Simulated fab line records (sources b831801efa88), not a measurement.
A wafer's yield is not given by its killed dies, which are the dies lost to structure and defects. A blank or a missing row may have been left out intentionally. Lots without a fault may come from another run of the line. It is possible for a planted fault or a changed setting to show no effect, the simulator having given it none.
What tool caused it? | flow gf180mcu | 42 wafers from 14 lots sampled at 2 of the route's 602 steps

== WHAT EACH GAUGE READ, for each wafer ==
GF_M2_RS_MEAS_05: uses a four-point probe to measure. Usual: M2_ALCU_RS 0.0694 ohm/sq, standard deviation 0.00081.
lot  | measured     | on           | M2_ALCU_RS (ohm/sq)  | flag
L302 | day 18 13:44 | filmMetro-02 | 0.0684 0.0692 0.0693 | 
L303 | day 18 19:14 | filmMetro-02 | 0.0698 0.0684 0.0694 | 
L304 | day 19 05:02 | filmMetro-03 | 0.0682 0.0692 0.0685 | 
L306 | day 20 08:31 | filmMetro-03 | 0.0679 0.0686 0.0694 | 
L307 | day 20 19:31 | filmMetro-02 | 0.0683 0.0695 0.0691 | 
L308 | day 21 01:29 | filmMetro-02 | 0.0700 0.0708 0.0714 | 
L309 | day 21 05:02 | filmMetro-03 | 0.0693 0.0682 0.0685 | 
L310 | day 21 17:29 | filmMetro-01 | 0.0695 0.0688 0.0688 | 
L311 | day 22 01:54 | filmMetro-02 | 0.0683 0.0681 0.0699 | 
L313 | day 22 16:56 | filmMetro-02 | 0.0685 0.0689 0.0695 | 
L314 | day 23 01:53 | filmMetro-03 | 0.0698 0.0691 0.0697 | 
L316 | day 23 16:40 | filmMetro-02 | 0.0703 0.0701 0.0702 | 
L317 | day 23 23:08 | filmMetro-03 | 0.0696 0.0686 0.0685 | 
L318 | day 24 09:58 | filmMetro-01 | 0.0698 0.0702 0.0701 | 

== TOOL THAT RAN EACH LOT (tool first, then ch and the chambers of the sampled wafers, then the start) ==
lot  | GF_M2_SPUTTER_03
L302 | pvdSputter-01, day 18 13:38
L303 | pvdSputter-04, day 18 19:11
L304 | pvdSputter-01, day 19 04:59
L306 | pvdSputter-01, day 20 08:25
L307 | pvdSputter-04, day 20 19:27
L308 | pvdSputter-04, day 21 01:23
L309 | pvdSputter-01, day 21 04:59
L310 | pvdSputter-04, day 21 17:22
L311 | pvdSputter-01, day 22 01:49
L313 | pvdSputter-01, day 22 16:52
L314 | pvdSputter-03, day 23 01:49
L316 | pvdSputter-03, day 23 16:34
L317 | pvdSputter-01, day 23 23:04
L318 | pvdSputter-03, day 24 09:53
- GF_M2_SPUTTER_03: material Ti, target thk 10 nm, time 6.7 s.

== AS READ BY THE TOOLS THEMSELVES (means over the sampled wafers that have a number; for cases with no such wafer, the mark the record gives instead) ==
GF_M2_SPUTTER_03. Usual: cathodeDcPowerW 3000.1 W, standard deviation 0.57; chamberPressurePa 0.2999 Pa, standard deviation 0.00061; throttleValvePct 30.1 %, standard deviation 1.1.
lot  | tool          | cathodeDcPowerW (W) | chamberPressurePa (Pa) | throttleValvePct (%) | flag
L302 | pvdSputter-01 | 2999.7              | 0.2995                 | 30.0                 | 
L303 | pvdSputter-04 | 2999.9              | 0.3000                 | 29.4                 | 
L304 | pvdSputter-01 | 2999.6              | 0.3006                 | 31.0                 | 
L306 | pvdSputter-01 | 3000.1              | 0.2999                 | 30.2                 | 
L307 | pvdSputter-04 | 3000.1              | 0.3000                 | 29.3                 | 
L308 | pvdSputter-04 | 3000.1              | 0.2989                 | 29.8                 | 
L309 | pvdSputter-01 | 3000.5              | 0.2999                 | 30.0                 | 
L310 | pvdSputter-04 | 3000.4              | 0.3006                 | 29.0                 | 
L311 | pvdSputter-01 | 2999.9              | 0.3003                 | 30.0                 | 
L313 | pvdSputter-01 | 3000.3              | 0.2997                 | 30.2                 | 
L314 | pvdSputter-03 | 3000.5              | 0.3000                 | 29.7                 | 
L316 | pvdSputter-03 | 3000.2              | 0.3000                 | 29.5                 | 
L317 | pvdSputter-01 | 3000.2              | 0.2995                 | 31.0                 | 
L318 | pvdSputter-03 | 2999.6              | 0.3001                 | 29.8                 | 

== THE ANSWER, worked out from the rows above alone ==
Rule: lot off if the mean of its wafers having a number is beyond 3 standard deviations from the usual mean. Also off: a lot with no number at a reading for which 4 or more lots have one. The other lots that the step has rows for count as sound. First the gauges in route order, then the tools' own readings, where a lot's mean is used as printed above. At the first step where some lot is off, the reading lying furthest off is the one used; lots without a number count as furthest.
None of the lots is off at any reading shown; this tells nothing.

== WHAT THE SIMULATOR HAD INSERTED ==
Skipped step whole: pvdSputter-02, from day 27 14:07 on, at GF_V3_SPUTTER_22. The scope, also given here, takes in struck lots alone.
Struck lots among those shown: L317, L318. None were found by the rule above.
